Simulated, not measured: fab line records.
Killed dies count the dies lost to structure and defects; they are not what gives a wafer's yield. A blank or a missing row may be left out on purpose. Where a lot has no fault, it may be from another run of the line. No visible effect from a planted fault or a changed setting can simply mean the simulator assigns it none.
8D (eight disciplines) problem report, filled in by code / flow gf180mcu / the parts of the form that need people (team, actions taken, sign-off) are left out

## 1. PROBLEM STATEMENT
Across 3 wafers from 2 lots, SAB_CVD_00_THK at GF_SAB_THK_MEAS_01 averages 21.9 nm, while fault-free wafers read 50.1 nm with a standard deviation of 0.64. Relative to the usual mean, that is a shift of -44 standard deviations.
The first sign was on wafer L516.1 at day 16 08:50, on film_metro-03. The record holds 42 wafers of 14 lots with a number at this step. By rule, "out" or "out of limits" means more than 4 standard deviations away from the usual mean. Any other wafer with a number is counted as sound.

## 2. WHAT IT IS AND WHAT IT IS NOT
question=which readings at this step | is=SAB_CVD_00_THK | is not=-
question=which lots | is=L516, L517 | is not=L510, L511, L512, L514, L515, L520, L527, L528, L529, L530, L532, L533
question=which wafers of those lots | is=L516.1, L517.3, L517.4 | is not=L516.3, L516.6, L517.5
question=read on which gauges | is=film_metro-03 | is not=film_metro-02
question=when | is=from day 16 08:50 | is not=up to then (17 sound wafers); but 22 sound wafers of L517, L520, L527, L528, L529, L530, L532, L533 came after

## 3. THE SUSPECTS, EACH WITH WHAT RULES IT OUT
Counting: if a tool at a process step up to the reading ran every lot that is out, it stays a suspect. Sound lots after the first of them don't rule it out here, since some wafers of a struck lot are sound.
- the gauge at GF_SAB_THK_MEAS_01: kept. All the wafers that are out were read on film_metro-03, and no step on other tools shows them out.
- pecvd-02 at GF_SAB_CVD_00 (deposits SiO2 from TEOS, target thk 50 nm, time 4.9302 s): kept. It processed each lot that is out (first: L516, day 16 08:45); up to then, its last sound lot is L515 (day 15 23:37).
- pecvd-02, GF_SAB_CVD_00: wafers that are out in chamber 1, sound lot-mates in chambers 0, 2.
What counting leaves: pecvd-02 at GF_SAB_CVD_00 and film_metro-03 at GF_SAB_THK_MEAS_01.

## 4. THE CAUSE (what the simulator had put in)
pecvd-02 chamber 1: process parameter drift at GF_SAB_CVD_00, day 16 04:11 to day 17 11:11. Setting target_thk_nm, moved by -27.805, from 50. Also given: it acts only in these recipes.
Counting leaves 2 suspects; this tool is one of them.

## 5. SEQUENCE OF EFFECTS, ordered by route
Each row: a reading whose mean over the struck wafers that have a number lies more than 3 standard deviations from the usual. Readings are gone through only where the record gives a usual standard deviation; hours: the median, over the lots, of the time from a lot's start at the first step in this table giving one to that lot's start at this step; sigmas: the change measured in usual standard deviations.
hours=0; step=GF_SAB_THK_MEAS_01; reading=SAB_CVD_00_THK; usual=50.1 nm; on struck wafers=21.9; change=-28.2; sigmas=-44

## 6. HOW IT WOULD HAVE BEEN CAUGHT EARLIER
5 hours passed between the start of the fault at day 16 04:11 and the first reading out of limits at a measuring or inspecting step in this record, taken at day 16 08:50.
No tool reading at GF_SAB_CVD_00 that has a usual standard deviation in the record was out on any struck wafer, so an alarm limit of 4 standard deviations on those readings would not have fired.
Among the 2 lots that are out, L517 began GF_SAB_CVD_00 on pecvd-02 after day 16 08:50. Holding the tool at that time would have saved it.
